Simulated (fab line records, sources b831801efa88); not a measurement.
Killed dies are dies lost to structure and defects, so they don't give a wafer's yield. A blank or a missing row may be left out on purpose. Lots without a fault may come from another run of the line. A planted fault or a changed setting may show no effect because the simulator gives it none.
Chamber matching | flow sky130 | SKY_SPACER_ETCHBACK_02 on rie_diel-02: 4 sister chambers
The step etches Si3N4 in CH3F/O2, stops on SiO2, time 46.7 s, target depth 45 nm. 8 wafers are shown with their chamber, then 8 later ones without.

WAFERS WITH THEIR CHAMBER
wafer  | chamber | rf_fwd_power_W (W) | oes_product_au (a.u.)
L078.6 | 1       | 396.5              | 0.856
L082.4 | 1       | 398.5              | 0.861
L084.1 | 3       | 394.1              | 0.852
L084.3 | 2       | 398.3              | 0.858
L087.4 | 2       | 397.4              | 0.859
L087.5 | 3       | 396.1              | 0.843
L087.6 | 0       | 392.1              | 0.852
L088.1 | 0       | 391.3              | 0.852

WAFERS WITHOUT THEIR CHAMBER
wafer  | rf_fwd_power_W (W) | oes_product_au (a.u.)
L088.5 | 396.8              | 0.854
L088.6 | 393.3              | 0.855
L092.3 | 395.4              | 0.869
L092.5 | 396.9              | 0.875
L092.6 | 393.8              | 0.863
L091.1 | 395.3              | 0.856
L091.2 | 395.0              | 0.853
L091.4 | 393.6              | 0.853

WHICH CHAMBER EACH WENT THROUGH
wafer  | from the rows above               | in truth
L088.5 | can't be placed: 1 or 2 or 3      | 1
L088.6 | can't be placed: 0 or 3           | 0
L092.3 | can't be placed: 1 or 2           | 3
L092.5 | can't be placed: 1 or 2           | 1
L092.6 | can't be placed: 0 or 1 or 2 or 3 | 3
L091.1 | can't be placed: 1 or 3 or 2 or 0 | 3
L091.2 | can't be placed: 3 or 1 or 2 or 0 | 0
L091.4 | can't be placed: 0 or 3           | 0
Placed correctly: 0 of 8. Can't be placed from these rows: 8 (the true chamber is among the candidates in 7). Placed wrongly: 0.
How it was worked out, from the rows above alone: a wafer's distance from a chamber is the root of the sum, over the readings, of the square of ((its reading less the chamber's mean) divided by the reading's scatter). The wafer belongs to the nearest chamber; if the next one is less than 2 further off, it can't be placed. A chamber's mean is the mean of its shown wafers. The scatter: the root of (the sum of the squares of (reading less its chamber's mean) over the shown wafers, divided by (wafers less chambers)).
